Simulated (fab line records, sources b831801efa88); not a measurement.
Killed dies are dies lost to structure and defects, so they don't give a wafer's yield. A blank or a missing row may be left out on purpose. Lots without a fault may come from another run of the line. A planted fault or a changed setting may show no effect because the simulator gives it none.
fab line records | flow gf180mcu | part 1 of 2: steps 1 to 34 of 47
record lots=5 wafers=15 last_day=34
route steps=602 shown MVPSD@82 VT_IMPLANT@90
lots that met no fault: from a run of the same line without faults
start_h: hours from the record's first day to the start of the lot's first wafer shown | wait_h: hours since the lot's step before | " the same as in the row above | L1.1+2: a row that stands for several wafers | - no value, or no start given | * or withheld: withheld | < > ~ a bound
route shown NAME@n: a module of which the file shows steps, and the number in the route of the first | usual: mean/standard deviation of fault-free wafers | same: alike in all rows | chamber/n: place in a boat | sites: the reading at each site | _std_site: their standard deviation | _edge_site: outer sites' mean less inner sites' | radius_mm: how far each site lies from the wafer's centre | mask NAME#n: copy n | behind: the tool/chamber that last shaped the wafer | hold: why the lot was held/for how many hours/how that ended | device: the transistor (n, p or np) that didn't switch | end of line: the same wafers' tests at the end of the route | a step without rows: its recipe alone | killed: dies lost to structure and defects at the first sort, not the wafer's yield | map: a wafer's dies, x killed, . not, _ none there
set.NAME: the setting as run; set.NAME@STEP: as run at that earlier step | model.NAME: the simulator's own value behind a step, which no gauge read
lots at some steps of the route; a table a step, a row a wafer
services: from which hour (start_h, from the record's first day; less than 0 if before it) a tool's chamber was out of use, for how many hours, and why
## steps
# step GF_MVPSD_EXPOSE_04
# recipe mask_id=MVPSD target_cd_nm=1000 na=0.6 source_shape=conventional sigma_outer=0.6 dose_mj=260
# same sigma_outer=0.6
# columns lot.wafer tool chamber start_h wait_h mask
L079.2+3+6 iline_stepper-01 0 - - MVPSD#0
L082.1+2+6 iline_stepper-01 0 - - MVPSD#0
L085.3+4+5 iline_stepper-01 0 - - MVPSD#0
L092.1+2+3 iline_stepper-02 0 - - MVPSD#0
L096.1+3+4 iline_stepper-02 0 - - MVPSD#0
# step GF_MVPSD_PEB_05
# recipe temp_c=115 time_s=withheld
# columns lot.wafer tool chamber start_h wait_h
L079.2+3+6 litho_track-03 0 - -
L082.1+2+6 litho_track-04 0 - -
L085.3+4+5 litho_track-03 0 - -
L092.1+2+3 litho_track-03 0 - -
L096.1+3+4 litho_track-03 0 - -
# step GF_MVPSD_DEVELOP_06
# recipe wall_angle_deg=90 develop_time_s=60 dev_temp_c=23
# columns lot.wafer tool chamber start_h wait_h
L079.2+3+6 litho_track-03 0 - -
L082.1+2+6 litho_track-04 0 - -
L085.3+4+5 litho_track-03 0 - -
L092.1+2+3 litho_track-03 0 - -
L096.1+3+4 litho_track-03 0 - -
# step GF_MVPSD_OVL_MEAS_07
# usual MVPSD_OVL=-0.1/1.6
# columns lot.wafer tool chamber start_h wait_h MVPSD_OVL[nm]
L079.2 overlay-02 - 137.99 - 3.0
L079.3 " - " " 0.2
L079.6 " - " " 1.8
L082.1 overlay-02 - 147.79 - 1.8
L082.2 " - " " 1.7
L082.6 " - " " 1.5
L085.3 overlay-01 - 167.14 - 0.5
L085.4 " - " " -0.8
L085.5 " - " " 0.2
L092.1 overlay-01 - 205.68 - 0.6
L092.2 " - " " 0.4
L092.3 " - " " 2.7
L096.1 overlay-02 - 228.23 - -0.9
L096.3 " - " " -2.2
L096.4 " - " " -0.7
# step GF_MVPSD_IMPLANT_08
# recipe species=B energy_kev=170 dose_cm2=1.5e+13 tilt_deg=0
# usual end_station_pressure_torr=5.05e-06/2.7e-07
# columns lot.wafer tool chamber start_h wait_h end_station_pressure_torr
L079.2 implanter-02 0 138.04 0.0 5.28e-06
L079.3 " 0 " " 4.61e-06
L079.6 " 0 " " 4.84e-06
L082.1 implanter-02 0 147.83 0.0 5.19e-06
L082.2 " 0 " " 4.7e-06
L082.6 " 0 " " 5e-06
L085.3 implanter-01 0 167.22 0.1 5.12e-06
L085.4 " 0 " " 5.31e-06
L085.5 " 0 " " 5.4e-06
L092.1 implanter-01 0 205.72 0.0 5.23e-06
L092.2 " 0 " " 4.86e-06
L092.3 " 0 " " 4.87e-06
L096.1 implanter-01 0 228.27 0.0 5.12e-06
L096.3 " 0 " " 4.99e-06
L096.4 " 0 " " 5.3e-06
# step GF_MVPSD_IMPLANT_09
# recipe species=B energy_kev=40 dose_cm2=5e+12 tilt_deg=0
# usual end_station_pressure_torr=5.07e-06/2.5e-07
# columns lot.wafer tool chamber start_h wait_h end_station_pressure_torr
L079.2 implanter-02 0 138.19 0.1 5.56e-06
L079.3 " 0 " " 5.37e-06
L079.6 " 0 " " 4.57e-06
L082.1 implanter-02 0 147.98 0.1 4.81e-06
L082.2 " 0 " " 5.19e-06
L082.6 " 0 " " 4.74e-06
L085.3 implanter-01 0 167.37 0.1 5.29e-06
L085.4 " 0 " " 5.32e-06
L085.5 " 0 " " 4.8e-06
L092.1 implanter-01 0 205.87 0.1 5.05e-06
L092.2 " 0 " " 5.64e-06
L092.3 " 0 " " 5.04e-06
L096.1 implanter-01 0 228.42 0.1 5.04e-06
L096.3 " 0 " " 5.42e-06
L096.4 " 0 " " 5.14e-06
# step GF_MVPSD_STRIP_10
# recipe chemistry=O2/N2 power_w=1400 pressure_mtorr=1500 platen_temp_c=250 o2_flow_sccm=3000 n2_flow_sccm=300 overash_fraction=0.5
# usual drypump_motor_current_A=6.2/0.48 heater_power_w=346/30 oes_product_au=0.723/0.0045 strip_time_to_endpoint_s=36.97/0.086
# columns lot.wafer tool chamber start_h wait_h drypump_motor_current_A heater_power_w oes_product_au rf_hours_counter_h strip_time_to_endpoint_s
L079.2 plasma_asher-01 1 138.32 0.1 6.2 326 0.726 47 36.83
L079.3 " 0 " " 6.3 351 0.717 - 36.90
L079.6 " 1 " " 6.2 324 0.725 - 36.88
L082.1 plasma_asher-04 1 148.13 0.1 6.5 403 0.726 51 36.81
L082.2 " 0 " " 5.3 327 0.722 51 36.92
L082.6 " 1 " " 6.5 393 0.715 - 36.83
L085.3 plasma_asher-03 0 167.50 0.1 6.7 317 0.722 - 37.01
L085.4 " 1 " " 6.6 344 0.718 - 37.03
L085.5 " 1 " " 6.6 342 0.721 - 37.05
L092.1 plasma_asher-01 0 206.02 0.1 6.3 352 0.722 54 37.01
L092.2 " 1 " " 6.2 332 0.724 54 36.86
L092.3 " 0 " " 6.3 350 0.726 - 36.95
L096.1 plasma_asher-01 0 228.57 0.1 6.2 356 0.720 56 37.07
L096.3 " 1 " " 6.3 324 0.724 - 37.09
L096.4 " 0 " " 6.3 344 0.723 - 37.11
# step GF_MVPSD_TW_MEAS_11
# usual MVPSD_TW=555/7.5
# columns lot.wafer tool chamber start_h wait_h MVPSD_TW
L079.2 film_metro-03 - 138.43 0.1 561
L079.3 " - " " 561
L079.6 " - " " 559
L082.1 film_metro-03 - 148.23 0.1 565
L082.2 " - " " 563
L082.6 " - " " 564
L085.3 film_metro-01 - 167.59 0.1 549
L085.4 " - " " 546
L085.5 " - " " 546
L092.1 film_metro-03 - 206.12 0.1 558
L092.2 " - " " 559
L092.3 " - " " 564
L096.1 film_metro-04 - 228.67 0.1 558
L096.3 " - " " 557
L096.4 " - " " 556
# step GF_VT_IMPLANT_DEHYDRATE_00
# recipe temp_c=200 time_s=60
# columns lot.wafer tool chamber start_h wait_h
L079.2+3+6 litho_track-02 0 145.85 7.4
L082.1+2+6 litho_track-01 0 155.13 6.9
L085.3+4+5 litho_track-02 0 175.18 7.6
L092.1+2+3 litho_track-01 0 214.08 8.0
L096.1+3+4 litho_track-01 0 236.68 8.0
# step GF_VT_IMPLANT_HMDS_01
# recipe prime_time_s=60 prime_temp_c=120
# columns lot.wafer tool chamber start_h wait_h
L079.2+3+6 litho_track-02 0 146.00 0.1
L082.1+2+6 litho_track-01 0 155.28 0.1
L085.3+4+5 litho_track-02 0 175.33 0.1
L092.1+2+3 litho_track-01 0 214.23 0.1
L096.1+3+4 litho_track-01 0 236.83 0.1
# step GF_VT_IMPLANT_COAT_02
# recipe resist=NOVOLAK spin_rpm=3000 resist_thk_nm=1000
# columns lot.wafer tool chamber start_h wait_h
L079.2+3+6 litho_track-02 0 146.15 0.1
L082.1+2+6 litho_track-01 0 155.43 0.1
L085.3+4+5 litho_track-02 0 175.48 0.1
L092.1+2+3 litho_track-01 0 214.38 0.1
L096.1+3+4 litho_track-01 0 236.98 0.1
# step GF_VT_IMPLANT_SOFTBAKE_03
# recipe temp_c=90 time_s=60 resist=NOVOLAK
# columns lot.wafer tool chamber start_h wait_h
L079.2+3+6 litho_track-02 0 146.30 0.1
L082.1+2+6 litho_track-01 0 155.58 0.1
L085.3+4+5 litho_track-02 0 175.63 0.1
L092.1+2+3 litho_track-01 0 214.53 0.1
L096.1+3+4 litho_track-01 0 237.13 0.1
# step GF_VT_IMPLANT_EXPOSE_04
# recipe mask_id=LVPWELL_LV_AREA target_cd_nm=600 na=0.6 source_shape=conventional sigma_outer=0.6 dose_mj=140
# same sigma_outer=0.6
# columns lot.wafer tool chamber start_h wait_h mask
L079.2+3+6 iline_stepper-02 0 - - LVPWELL_LV_AREA#0
L082.1+2+6 iline_stepper-02 0 - - LVPWELL_LV_AREA#0
L085.3+4+5 iline_stepper-02 0 - - LVPWELL_LV_AREA#0
L092.1+2+3 iline_stepper-02 0 - - LVPWELL_LV_AREA#0
L096.1+3+4 iline_stepper-01 0 - - LVPWELL_LV_AREA#0
# step GF_VT_IMPLANT_PEB_05
# recipe temp_c=withheld time_s=* resist=NOVOLAK
# columns lot.wafer tool chamber start_h wait_h
L079.2+3+6 litho_track-01 0 - -
L082.1+2+6 litho_track-02 0 - -
L085.3+4+5 litho_track-02 0 - -
L092.1+2+3 litho_track-01 0 - -
L096.1+3+4 litho_track-03 0 - -
# step GF_VT_IMPLANT_DEVELOP_06
# recipe develop_time_s=60 dev_temp_c=23
# columns lot.wafer tool chamber start_h wait_h
L079.2+3+6 litho_track-01 0 153.75 0.1
L082.1+2+6 litho_track-02 0 164.28 0.1
L085.3+4+5 litho_track-02 0 183.93 0.1
L092.1+2+3 litho_track-01 0 223.33 0.1
L096.1+3+4 litho_track-03 0 245.83 0.1
# step GF_VT_IMPLANT_OVL_MEAS_07
# usual VT_IMPLANT_OVL=0.6/1.3
# columns lot.wafer tool chamber start_h wait_h VT_IMPLANT_OVL[nm]
L079.2 overlay-01 - 153.88 0.1 0.8
L079.3 " - " " 0.4
L079.6 " - " " 2.2
L082.1 overlay-02 - 164.43 0.1 0.2
L082.2 " - " " 1.1
L082.6 " - " " -2.7
L085.3 overlay-01 - 184.04 0.1 -1.2
L085.4 " - " " 0.5
L085.5 " - " " -0.2
L092.1 overlay-02 - 223.48 0.1 -0.3
L092.2 " - " " 1.0
L092.3 " - " " 0.7
L096.1 overlay-02 - 245.98 0.1 1.4
L096.3 " - " " 0.3
L096.4 " - " " 0.4
# step GF_VT_IMPLANT_IMPLANT_08
# recipe species=BF2 energy_kev=20 dose_cm2=8.29e+12 tilt_deg=7
# usual end_station_pressure_torr=5.04e-06/2.7e-07
# columns lot.wafer tool chamber start_h wait_h end_station_pressure_torr
L079.2 implanter-03 0 153.94 0.0 4.91e-06
L079.3 " 0 " " 4.82e-06
L079.6 " 0 " " 4.16e-06
L082.1 implanter-03 0 164.46 0.0 5.19e-06
L082.2 " 0 " " 4.68e-06
L082.6 " 0 " " 5.16e-06
L085.3 implanter-03 0 184.11 0.1 4.96e-06
L085.4 " 0 " " 4.85e-06
L085.5 " 0 " " 4.84e-06
L092.1 implanter-03 0 223.51 0.0 5.18e-06
L092.2 " 0 " " 4.67e-06
L092.3 " 0 " " 4.92e-06
L096.1 implanter-01 0 246.02 0.0 4.89e-06
L096.3 " 0 " " 5.04e-06
L096.4 " 0 " " 5.19e-06
# step GF_VT_IMPLANT_STRIP_09
# recipe chemistry=O2/N2 power_w=1400 pressure_mtorr=1500 platen_temp_c=250 o2_flow_sccm=3000 n2_flow_sccm=300 overash_fraction=0.5
# usual drypump_motor_current_A=6.1/0.51 heater_power_w=343/30 oes_product_au=0.716/0.0046 strip_time_to_endpoint_s=12.63/0.038
# columns lot.wafer tool chamber start_h wait_h drypump_motor_current_A heater_power_w oes_product_au rf_hours_counter_h strip_time_to_endpoint_s
L079.2 plasma_asher-03 1 154.06 0.1 6.6 350 0.711 35 12.61
L079.3 " 0 " " 6.7 307 0.715 - 12.64
L079.6 " 1 " " 6.6 352 0.717 - 12.68
L082.1 plasma_asher-03 1 164.61 0.1 6.6 342 0.724 36 12.64
L082.2 " 0 " " 6.7 309 0.712 36 12.64
L082.6 " 0 " " 6.7 299 0.714 - 12.65
L085.3 plasma_asher-03 1 184.25 0.1 6.6 337 0.722 - 12.59
L085.4 " 0 " " 6.7 315 0.714 - 12.64
L085.5 " 0 " " 6.7 304 0.718 - 12.65
L092.1 plasma_asher-04 0 223.66 0.1 5.3 337 0.713 58 12.64
L092.2 " 1 " " 6.5 404 0.716 58 12.68
L092.3 " 1 " " 6.4 393 0.717 - 12.65
L096.1 plasma_asher-02 0 246.17 0.1 5.6 370 0.718 13 12.57
L096.3 " 1 " " 5.8 325 0.716 - 12.58
L096.4 " 0 " " 5.6 379 0.720 - 12.52
# step GF_VT_IMPLANT_TW_MEAS_10
# usual VT_IMPLANT_TW=564/8.7
# columns lot.wafer tool chamber start_h wait_h VT_IMPLANT_TW
L079.2 film_metro-01 - 154.17 0.1 552
L079.3 " - " " 555
L079.6 " - " " 555
L082.1 film_metro-02 - 164.71 0.1 562
L082.2 " - " " 565
L082.6 " - " " 566
L085.3 film_metro-01 - 184.33 0.1 553
L085.4 " - " " 551
L085.5 " - " " 551
L092.1 film_metro-03 - 223.76 0.1 573
L092.2 " - " " 570
L092.3 " - " " 574
L096.1 film_metro-03 - 246.27 0.1 572
L096.3 " - " " 572
L096.4 " - " " 569
# step GF_VT_IMPLANT_DEHYDRATE_11
# recipe temp_c=200 time_s=60
# columns lot.wafer tool chamber start_h wait_h
L079.2+3+6 litho_track-03 0 161.66 7.5
L082.1+2+6 litho_track-03 0 172.33 7.6
L085.3+4+5 litho_track-02 0 191.73 7.4
L092.1+2+3 litho_track-03 0 232.38 8.6
L096.1+3+4 litho_track-03 0 255.18 8.9
# step GF_VT_IMPLANT_HMDS_12
# recipe prime_time_s=60 prime_temp_c=120
# columns lot.wafer tool chamber start_h wait_h
L079.2+3+6 litho_track-03 0 161.81 0.1
L082.1+2+6 litho_track-03 0 172.48 0.1
L085.3+4+5 litho_track-02 0 191.88 0.1
L092.1+2+3 litho_track-03 0 232.53 0.1
L096.1+3+4 litho_track-03 0 255.33 0.1
# step GF_VT_IMPLANT_COAT_13
# recipe resist=NOVOLAK spin_rpm=3000 resist_thk_nm=1000
# columns lot.wafer tool chamber start_h wait_h
L079.2+3+6 litho_track-03 0 161.96 0.1
L082.1+2+6 litho_track-03 0 172.63 0.1
L085.3+4+5 litho_track-02 0 192.03 0.1
L092.1+2+3 litho_track-03 0 232.68 0.1
L096.1+3+4 litho_track-03 0 255.48 0.1
# step GF_VT_IMPLANT_SOFTBAKE_14
# recipe temp_c=90 time_s=60 resist=NOVOLAK
# columns lot.wafer tool chamber start_h wait_h
L079.2+3+6 litho_track-03 0 162.11 0.1
L082.1+2+6 litho_track-03 0 172.78 0.1
L085.3+4+5 litho_track-02 0 192.18 0.1
L092.1+2+3 litho_track-03 0 232.83 0.1
L096.1+3+4 litho_track-03 0 255.63 0.1
# step GF_VT_IMPLANT_EXPOSE_15
# recipe mask_id=Nwell_LV_AREA target_cd_nm=860 na=0.6 source_shape=conventional sigma_outer=0.6 dose_mj=140
# same sigma_outer=0.6
# columns lot.wafer tool chamber start_h wait_h mask
L079.2+3+6 iline_stepper-02 0 - - Nwell_LV_AREA#0
L082.1+2+6 iline_stepper-01 0 - - Nwell_LV_AREA#0
L085.3+4+5 iline_stepper-01 0 - - Nwell_LV_AREA#0
L092.1+2+3 iline_stepper-02 0 - - Nwell_LV_AREA#0
L096.1+3+4 iline_stepper-01 0 - - Nwell_LV_AREA#0
# step GF_VT_IMPLANT_PEB_16
# recipe temp_c=withheld time_s=* resist=NOVOLAK
# columns lot.wafer tool chamber start_h wait_h
L079.2+3+6 litho_track-02 0 - -
L082.1+2+6 litho_track-03 0 - -
L085.3+4+5 litho_track-02 0 - -
L092.1+2+3 litho_track-03 0 - -
L096.1+3+4 litho_track-03 0 - -
# step GF_VT_IMPLANT_DEVELOP_17
# recipe develop_time_s=60 dev_temp_c=23
# columns lot.wafer tool chamber start_h wait_h
L079.2+3+6 litho_track-02 0 170.35 0.1
L082.1+2+6 litho_track-03 0 181.28 0.1
L085.3+4+5 litho_track-02 0 201.08 0.1
L092.1+2+3 litho_track-03 0 241.88 0.1
L096.1+3+4 litho_track-03 0 264.78 0.1
# step GF_VT_IMPLANT_OVL_MEAS_18
# usual VT_IMPLANT_01_OVL=-0.3/0.95
# columns lot.wafer tool chamber start_h wait_h VT_IMPLANT_01_OVL[nm]
L079.2 overlay-02 - 170.48 0.1 0.3
L079.3 " - " " 0.3
L079.6 " - " " 0.9
L082.1 overlay-01 - 181.43 0.1 0.5
L082.2 " - " " 1.0
L082.6 " - " " 0.0
L085.3 overlay-01 - 201.19 0.1 0.2
L085.4 " - " " 1.2
L085.5 " - " " 0.2
L092.1 overlay-01 - 242.03 0.1 0.2
L092.2 " - " " -1.2
L092.3 " - " " 0.4
L096.1 overlay-01 - 264.93 0.1 0.1
L096.3 " - " " -0.1
L096.4 " - " " -0.6
# step GF_VT_IMPLANT_IMPLANT_19
# recipe species=As energy_kev=100 dose_cm2=4.35e+12 tilt_deg=7
# usual end_station_pressure_torr=5.04e-06/2.7e-07
# columns lot.wafer tool chamber start_h wait_h end_station_pressure_torr
L079.2 implanter-04 0 170.54 0.0 4.93e-06
L079.3 " 0 " " 4.99e-06
L079.6 " 0 " " 5.07e-06
L082.1 implanter-01 0 181.47 0.0 4.87e-06
L082.2 " 0 " " 4.99e-06
L082.6 " 0 " " 4.93e-06
L085.3 implanter-03 0 201.26 0.1 5.13e-06
L085.4 " 0 " " 5.11e-06
L085.5 " 0 " " 5.11e-06
L092.1 implanter-01 0 242.07 0.0 4.55e-06
L092.2 " 0 " " 5.22e-06
L092.3 " 0 " " 5.48e-06
L096.1 implanter-03 0 264.97 0.0 5.83e-06
L096.3 " 0 " " 5.02e-06
L096.4 " 0 " " 4.8e-06
# step GF_VT_IMPLANT_STRIP_20
# recipe chemistry=O2/N2 power_w=1400 pressure_mtorr=1500 platen_temp_c=250 o2_flow_sccm=3000 n2_flow_sccm=300 overash_fraction=0.5
# usual drypump_motor_current_A=6.0/0.48 heater_power_w=344/29 oes_product_au=0.716/0.0047 strip_time_to_endpoint_s=12.62/0.035
# columns lot.wafer tool chamber start_h wait_h drypump_motor_current_A heater_power_w oes_product_au rf_hours_counter_h strip_time_to_endpoint_s
L079.2 plasma_asher-03 0 170.66 0.1 6.7 301 0.721 37 12.66
L079.3 " 1 " " 6.5 345 0.716 - 12.65
L079.6 " 0 " " 6.7 310 0.717 - 12.66
L082.1 plasma_asher-02 1 181.62 0.1 5.8 319 0.720 7 12.69
L082.2 " 0 " " 5.6 372 0.714 7 12.69
L082.6 " 1 " " 5.8 322 0.715 - 12.68
L085.3 plasma_asher-03 0 201.40 0.1 6.7 312 0.718 - 12.60
L085.4 " 1 " " 6.6 350 0.714 - 12.57
L085.5 " 1 " " 6.6 338 0.714 - 12.57
L092.1 plasma_asher-02 0 242.22 0.1 5.6 370 0.718 13 12.64
L092.2 " 1 " " 5.8 311 0.712 13 12.64
L092.3 " 0 " " 5.6 370 0.719 - 12.66
L096.1 plasma_asher-02 1 265.12 0.1 5.8 318 0.719 15 12.68
L096.3 " 1 " " 5.7 322 0.725 - 12.66
L096.4 " 0 " " 5.6 375 0.717 - 12.63
# step GF_VT_IMPLANT_TW_MEAS_21
# usual VT_IMPLANT_2_TW=1215/17
# columns lot.wafer tool chamber start_h wait_h VT_IMPLANT_2_TW
L079.2 film_metro-02 - 170.77 0.1 1220
L079.3 " - " " 1220
L079.6 " - " " 1220
L082.1 film_metro-02 - 181.72 0.1 1226
L082.2 " - " " 1224
L082.6 " - " " 1222
L085.3 film_metro-03 - 201.48 0.1 1240
L085.4 " - " " 1241
L085.5 " - " " 1240
L092.1 film_metro-01 - 242.36 0.1 1192
L092.2 " - " " 1200
L092.3 " - " " 1192
L096.1 film_metro-01 - 265.22 0.1 1188
L096.3 " - " " 1198
L096.4 " - " " 1193
# step GF_VT_IMPLANT_DEHYDRATE_22
# recipe temp_c=200 time_s=60
# columns lot.wafer tool chamber start_h wait_h
L079.2+3+6 litho_track-02 0 178.75 8.0
L082.1+2+6 litho_track-01 0 189.73 8.0
L085.3+4+5 litho_track-02 0 210.13 8.6
L092.1+2+3 litho_track-03 0 251.33 9.0
L096.1+3+4 litho_track-02 0 273.77 8.5
# step GF_VT_IMPLANT_HMDS_23
# recipe prime_time_s=60 prime_temp_c=120
# columns lot.wafer tool chamber start_h wait_h
L079.2+3+6 litho_track-02 0 178.90 0.1
L082.1+2+6 litho_track-01 0 189.88 0.1
L085.3+4+5 litho_track-02 0 210.28 0.1
L092.1+2+3 litho_track-03 0 251.48 0.1
L096.1+3+4 litho_track-02 0 273.92 0.1
# step GF_VT_IMPLANT_COAT_24
# recipe resist=NOVOLAK spin_rpm=3000 resist_thk_nm=1000
# columns lot.wafer tool chamber start_h wait_h
L079.2+3+6 litho_track-02 0 179.05 0.1
L082.1+2+6 litho_track-01 0 190.03 0.1
L085.3+4+5 litho_track-02 0 210.43 0.1
L092.1+2+3 litho_track-03 0 251.63 0.1
L096.1+3+4 litho_track-02 0 274.07 0.1
# step GF_VT_IMPLANT_SOFTBAKE_25
# recipe temp_c=90 time_s=60 resist=NOVOLAK
# columns lot.wafer tool chamber start_h wait_h
L079.2+3+6 litho_track-02 0 179.20 0.1
L082.1+2+6 litho_track-01 0 190.18 0.1
L085.3+4+5 litho_track-02 0 210.58 0.1
L092.1+2+3 litho_track-03 0 251.78 0.1
L096.1+3+4 litho_track-02 0 274.22 0.1
